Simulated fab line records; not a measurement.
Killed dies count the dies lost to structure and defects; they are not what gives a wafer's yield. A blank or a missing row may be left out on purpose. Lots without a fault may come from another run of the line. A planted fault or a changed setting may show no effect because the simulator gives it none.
Struck lot and sound lot, side by side :: flow sky130 :: 15 out of 708 route steps
Sound: wafers L520.1, L520.2, L520.5. Wafers L519.2, L519.4, L519.6 were the ones struck. At the end, the cause is stated.
For every step that has rows: the tool of each side, followed by ch and its chambers, followed by its first start. Under that, the readings that differ: sound wafers :: struck wafers :: difference of the means :: sigmas: that difference in standard deviations of wafers without a fault.
alike: words and numbers the same on both sides, and readings whose means are apart by under 2 such deviations; not compared: readings that were withheld, readings missing a value for some wafer, numbers with overlapping values and no deviation given by the record, and bounds like >300 which may hide the same value.
A row with sigmas, a row that says differs or no value, or rows on one side alone: a step with any of these is where the two part. Numbers that don't overlap but have no deviation are shown without sigmas and don't part them. A reading missing from all wafers of one side parts the sides only when that side holds two or more wafers.

first, 4 steps without rows for these wafers: SKY_VIA1_SOFTBAKE_08 (time 90 s); SKY_VIA1_EXPOSE_09 (exposes mask VIM, target cd 150 nm); SKY_VIA1_PEB_10; SKY_VIA1_DEVELOP_11 (develop time 60 s).
SKY_VIA1_CD_MEAS_12 targets a cd of 150 nm.
  sound: cdSem-01 at day 36 13:42; struck: cdSem-01 at day 36 00:35
  alike: cdNm
SKY_VIA1_OVL_MEAS_13:
  sound: overlay-01 at day 36 13:49; struck: overlay-01 at day 36 00:41
  alike: VIA1_OVL
SKY_VIA1_ETCH_14: etches BARC in N2/H2, stops on SiO2, time 45.9 s, target depth 60 nm.
  sound on rieDiel-02 ch 0,2, day 36 13:51; struck on rieDiel-03 ch 0,1, day 36 00:43
  alike: drypumpMotorCurrentA, oesProductAu, throttleValvePct
  not compared: rfHoursCounterH
SKY_VIA1_ETCH_15: etches SiO2 in C4F8/O2/Ar, stops on TiN, target depth 351 nm, time 54 s.
  sound on rieDiel-02 ch 0,2, day 36 13:54; struck on rieDiel-03 ch 0,1, day 36 00:46
  alike: oesProductAu
  not compared: rfHoursCounterH
SKY_VIA1_STRIP_16: strips in O2/N2.
  sound on plasmaAsher-03 ch 0,1, day 36 13:56; struck on plasmaAsher-03 ch 0, day 36 00:48
  alike: drypumpMotorCurrentA, o2FlowSccm, oesProductAu, stripTimeToEndpointS
  not compared: rfHoursCounterH
then, 3 steps without rows for these wafers: SKY_VIA1_STRIP_17 (strips in post etch residue remover, time 1200 s); SKY_VIA1_CLEAN_18 (cleans in IPA, time 180 s); SKY_VIA1_CLEAN_19 (cleans in O3/DIW).
SKY_VIA1_SPUTTER_20: material TiN, target thk 20 nm, time 80 s.
  sound: pvdSputter-03 at day 36 14:32; struck: pvdSputter-02 at day 36 01:24
  no value came back on the struck wafers for cathodeDcPowerW (W), chamberPressurePa (Pa), throttleValvePct (%), timeS (s); on the sound wafers cathodeDcPowerW (W) reads 3999.6 4000.7 4000.7
SKY_VIA1_CVD_21: deposits W, target thk 270 nm, time 80.902 s.
  sound on cvdW-02 ch 0,1, day 36 14:36; struck on cvdW-01 ch 0, day 36 01:28
  alike: chamberPressureTorr, heaterPowerW
-- the record jumps here: 11 days lie between the struck wafers' starts before and after (it left off in module VIA1 and takes up again in module PAD_OPEN, whose first step shown is number 708 of the route) --
SKY_PAD_OPEN_PROBE_99:
  sound: prober-01 at day 47 15:20; struck: prober-02 at day 47 08:59
reading: defectLimitedYield (%)
sound: 83.1 82.3 83.9
struck: 0 0 0
difference: -83
sigmas: -46

reading: killed_at_M0_to_M3
sound: 47 41 37
struck: 442 441 450
difference: +403
sigmas: +63

reading: killedDies
sound: 83 87 79
struck: 492 492 492
difference: +409
sigmas: +45

reading: killedOnRim
sound: 20 17 18
struck: 96 96 96
difference: +78
sigmas: +24

reading: sort_bin_5_function (%)
sound: 10.4 9.8 10.0
struck: 91.7 92.9 95.1
difference: +83.2
sigmas: +59

reading: sortNPass
sound: 409 405 413
struck: 0 0 0
difference: -409
sigmas: -45

reading: sortYieldPct (%)
sound: 83.1 82.3 83.9
struck: 0 0 0
difference: -83
sigmas: -46
  alike: killed_at_M4_up, killedAtContacts, killedAtFrontEnd, killedAtOther, killedOpen, killedShort, sort_bin_3_pad_short, sort_bin_6_memory

## WHERE THEY PART
Last at SKY_PAD_OPEN_PROBE_99 as far as this record goes, first at SKY_VIA1_SPUTTER_20.

WHY: what the simulator had put in
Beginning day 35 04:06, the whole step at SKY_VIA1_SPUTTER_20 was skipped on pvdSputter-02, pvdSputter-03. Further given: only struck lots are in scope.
